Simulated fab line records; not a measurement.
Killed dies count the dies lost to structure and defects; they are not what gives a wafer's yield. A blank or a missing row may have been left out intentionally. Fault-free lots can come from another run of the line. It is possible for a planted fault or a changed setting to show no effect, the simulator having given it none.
Comparing a struck lot with a sound one | flow sky130 | 15 out of 708 route steps
Sound: the wafers L926.1, L926.3, L926.4. Struck: wafer L932.6 (left out: L932.4, L932.5 of the same lot, which were not struck); the cause appears at the end.
Per side, at each step with rows, come the tool, then ch with its chambers, and then its first start. Under that, the readings that differ: sound wafers | struck wafers | difference of the means | sigmas: that difference in standard deviations of wafers without a fault.
alike: same words and numbers on both sides, and readings whose means sit less than 2 such deviations apart. not compared: any withheld reading, any reading some wafer has no value for, any bound like >300 that may hide the same value, and any number with overlapping values for which the record gives no deviation.
A row with sigmas, a row that says differs or no value, or rows on one side alone: a step with any of these is where the two part. When numbers do not overlap yet have no deviation, they are printed without sigmas and do not part them. A reading missing from all wafers of one side parts the sides only when that side holds two or more wafers.

first, 3 steps without rows for these wafers: SKY_VIA1_EXPOSE_09 (exposes mask VIM, target cd 150 nm); SKY_VIA1_PEB_10; SKY_VIA1_DEVELOP_11 (develop time 60 s).
SKY_VIA1_CD_MEAS_12: target cd 150 nm.
  sound: cd-sem-02 at day 36 05:22; struck: cd-sem-01 at day 38 05:09
  alike: cd-nm
SKY_VIA1_OVL_MEAS_13:
  sound: overlay-01 at day 36 05:29; struck: overlay-02 at day 38 05:14
  reading       | sound | struck | difference | sigmas
  VIA1_OVL (nm) | 2 6 8 | -9     | -14        | -2
SKY_VIA1_ETCH_14: etches BARC in N2/H2, stops on SiO2, time 45.9 s, target depth 60 nm.
  sound on rie-diel-03 ch 1,2,3, day 36 05:31; struck on rie-diel-02 ch 3, day 38 05:16
  reading                | sound                | struck | difference | sigmas
  bias-w (W)             | 100.14 100.21 99.59  | 100.73 | +0.75      | +2
  throttle-valve-pct (%) | 13.226 13.241 13.221 | 13.204 | -0.025     | -3
  alike: chamber-pressure-mTorr, drypump-motor-current-A, oes-product-au
  not compared: rf-hours-counter-h
SKY_VIA1_ETCH_15: etches SiO2 in C4F8/O2/Ar, stops on TiN, target depth 351 nm, time 54 s.
  sound on rie-diel-03 ch 1,2,3, day 36 05:34; struck on rie-diel-02 ch 3, day 38 05:19
  reading                        | sound             | struck | difference | sigmas
  chamber-pressure-mTorr (mTorr) | 40.06 39.96 39.99 | 39.92  | -0.08      | -2
  alike: bias-w, oes-product-au
  not compared: rf-hours-counter-h
SKY_VIA1_STRIP_16: strips in O2/N2.
  sound on plasma-asher-02 ch 0,1, day 36 05:36; struck on plasma-asher-04 ch 1, day 38 05:22
  alike: chamber-pressure-mTorr, drypump-motor-current-A, oes-product-au, strip-time-to-endpoint-s
  not compared: rf-hours-counter-h
then, 3 steps without rows for these wafers: SKY_VIA1_STRIP_17 (strips in post etch residue remover, time 1200 s); SKY_VIA1_CLEAN_18 (cleans in IPA, time 180 s); SKY_VIA1_CLEAN_19 (cleans in O3/DIW).
SKY_VIA1_SPUTTER_20: material TiN, target thk 20 nm, time 80 s.
  sound: pvd-sputter-03 at day 36 06:12; struck: pvd-sputter-03 at day 38 05:55
  alike: throttle-valve-pct
SKY_VIA1_CVD_21: deposits W, target thk 270 nm, time 80.902 s.
  sound on cvd-w-01 ch 0,1, day 36 06:16; struck on cvd-w-01 ch 0, day 38 06:01
  reading                            | sound             | struck | difference | sigmas
  chamber-pressure-Torr (Torr)       | 39.98 40.10 39.80 | 42.36  | +2.40      | +25
  model.W_of_VIA1_CVD_21.thk-nm (nm) | 270.6 269.2 270.6 | 278.9  | +8.8       |
  alike: heater-power-w
  not compared: since-wet-clean-h
SKY_VIA1_RS_MEAS_22: uses a four-point probe to measure.
  sound: film-metro-04 at day 36 06:22; struck: film-metro-04 at day 38 06:08
  reading            | sound             | struck | difference | sigmas
  VIA1_W_RS (ohm/sq) | 0.425 0.427 0.425 | 0.412  | -0.014     | -3
SKY_VIA1_THK_MEAS_23: measures by xrf.
  sound: film-metro-04 at day 36 06:29; struck: film-metro-04 at day 38 06:14
  reading         | sound       | struck | difference | sigmas
  VIA1_W_THK (nm) | 269 269 271 | 277    | +7         | +2

== WHERE THEY PART ==
Earliest at SKY_VIA1_OVL_MEAS_13; latest, in this record, at SKY_VIA1_THK_MEAS_23.

WHY: whatever the simulator had introduced
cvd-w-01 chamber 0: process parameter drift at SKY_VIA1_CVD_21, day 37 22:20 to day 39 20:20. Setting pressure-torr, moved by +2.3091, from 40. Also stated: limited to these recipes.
